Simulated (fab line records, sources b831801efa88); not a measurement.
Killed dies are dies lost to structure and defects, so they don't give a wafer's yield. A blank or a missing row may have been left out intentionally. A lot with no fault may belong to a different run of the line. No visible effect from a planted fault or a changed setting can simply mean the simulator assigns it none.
8D (eight disciplines) problem report, filled in by code ; flow gf180mcu ; the parts of the form that need people (team, actions taken, sign-off) are left out

== 1. WHAT IS WRONG ==
dose-ions-cm2 at GF_HV_LDD_IMPLANT_35 reads a mean of 8.104e+12 on 6 wafers of 2 lots; wafers without a fault read 7.501e+12 with a standard deviation of 8.1e+09. That is +74 standard deviations from the usual mean.
Earliest sighting: wafer L944.1 on implanter-01 at day 14 22:02. At this step, 39 wafers from 13 lots have a number in the record. Rule for "out" (also "out of limits"): further than 4 standard deviations from the usual mean. The other wafers with a number count as sound.

== 2. WHAT THIS IS AND IS NOT ==
question;is;is not
which readings at this step;dose-ions-cm2;-
which lots;L944, L945;L934, L935, L936, L937, L941, L942, L946, L952, L953, L955, L956
which wafers of those lots;all that have a number;-
read on which tools;implanter-01;implanter-02, implanter-03
when;from day 14 22:02;"up to then (18 sound wafers); but 15 sound wafers of L946, L952, L953, L955, L956 came after"

== 3. SUSPECTS, AND WHAT RULES EACH OUT ==
Counting: a tool at any process step up to the reading remains a suspect when it ran all the lots that are out and ran no sound lot after the first of those.
- rtp-anneal-02 at GF_VT_IMPLANT_RTA_45 (time 30 s): ruled out as a lasting fault. Sound lots L946, L952, L955 ran on it after its first lot that is out, L944 (day 10 09:50).
- implanter-01 at GF_HV_LDD_IMPLANT_35: kept. Every lot that is out went through it, starting with L944 (day 14 22:02), and after that it ran no sound lot; the last sound lot it ran before then is L942 (day 14 08:52). Its own readings are out on those wafers: dose-ions-cm2.
The count leaves implanter-01 at GF_HV_LDD_IMPLANT_35.

== 4. THE CAUSE (what the simulator had put in) ==
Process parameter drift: implanter-01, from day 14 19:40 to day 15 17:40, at GF_HV_LDD_IMPLANT_35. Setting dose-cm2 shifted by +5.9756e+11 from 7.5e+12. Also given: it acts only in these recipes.
The count eliminated every tool but this one.

== 5. THE CHAIN OF EFFECTS, in route order ==
Rows list readings where the struck wafers' mean (over those with a number) sits beyond 3 standard deviations from the usual. Readings are gone through only where the record gives a usual standard deviation; hours: the median, over the lots, of the time from a lot's start at the first step in this table giving one to that lot's start at this step; sigmas: the change measured in usual standard deviations.
hours;step;reading;usual;on struck wafers;change;sigmas
0;GF_HV_LDD_IMPLANT_35;dose-ions-cm2;7.501e+12;8.104e+12;+6.033e+11;+74
0;GF_HV_LDD_IMPLANT_35;faraday-current-uA;42.2;45.6;+3.4;+4.3
Its process steps:
- GF_HV_LDD_IMPLANT_35

== 6. WHAT WOULD HAVE CAUGHT IT SOONER ==
The fault began at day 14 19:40; the first out-of-limits reading in this record came at day 14 22:02, 2 hours later.
